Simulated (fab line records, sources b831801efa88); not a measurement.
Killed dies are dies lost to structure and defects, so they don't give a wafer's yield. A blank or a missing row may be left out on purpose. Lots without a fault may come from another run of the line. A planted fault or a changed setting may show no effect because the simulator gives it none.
Which tool did it? | flow gf180mcu | 7 lots, 21 wafers sampled, at 2 steps of a route of 602

WHAT THE GAUGES READ, wafer by wafer
GF_HV_LDD_TW_MEAS_50.
lot  | measured     | on            | HV_LDD_4_TW
L897 | day 13 03:53 | film_metro-01 | 561 559 563
L899 | day 13 16:10 | film_metro-02 | 563 562 564
L901 | day 14 09:15 | film_metro-02 | 704 699 705
L908 | day 16 21:13 | film_metro-01 | 702 700 704
L913 | day 18 15:49 | film_metro-01 | 565 568 565
L915 | day 19 09:49 | film_metro-02 | 566 568 568
L918 | day 20 09:43 | film_metro-02 | 574 574 574

WHICH TOOL RAN EACH LOT (tool, then ch and the chambers of the sampled wafers, then the start)
lot  | GF_HV_LDD_IMPLANT_48
L897 | implanter-03 ch 0, day 13 03:40
L899 | implanter-01 ch 0, day 13 15:55
L901 | implanter-01 ch 0, day 14 08:43
L908 | implanter-02 ch 0, day 16 20:38
L913 | implanter-03 ch 0, day 18 15:35
L915 | implanter-01 ch 0, day 19 09:34
L918 | implanter-02 ch 0, day 20 09:28
- GF_HV_LDD_IMPLANT_48

THE ANSWER, worked out from the rows above alone
Rule: what is usual is taken from the lots themselves. Put in order of their means at a reading, lots are off if they are a third of the lots or fewer, leave a main group of 4 or more, and stand apart from it by a gap of 3 or more times the standard deviation of the main group's means; of several such gaps the widest counts. A main group whose means are all the same, to the digits that the tables above print for the reading, isn't used. A lot without any number at a reading at which 4 lots or more have one is off too. The other lots that the step has rows for count as sound.
Off: L901, L908, at GF_HV_LDD_TW_MEAS_50 (HV_LDD_4_TW). The main group: mean 566, standard deviation 4.5.
A tool fits if, at a process step before that reading, it ran every lot that is off, and no sound lot after the first of them. The gauges at GF_HV_LDD_TW_MEAS_50 are tried like those tools. None of those tried fits.

WHAT THE SIMULATOR HAD PUT IN
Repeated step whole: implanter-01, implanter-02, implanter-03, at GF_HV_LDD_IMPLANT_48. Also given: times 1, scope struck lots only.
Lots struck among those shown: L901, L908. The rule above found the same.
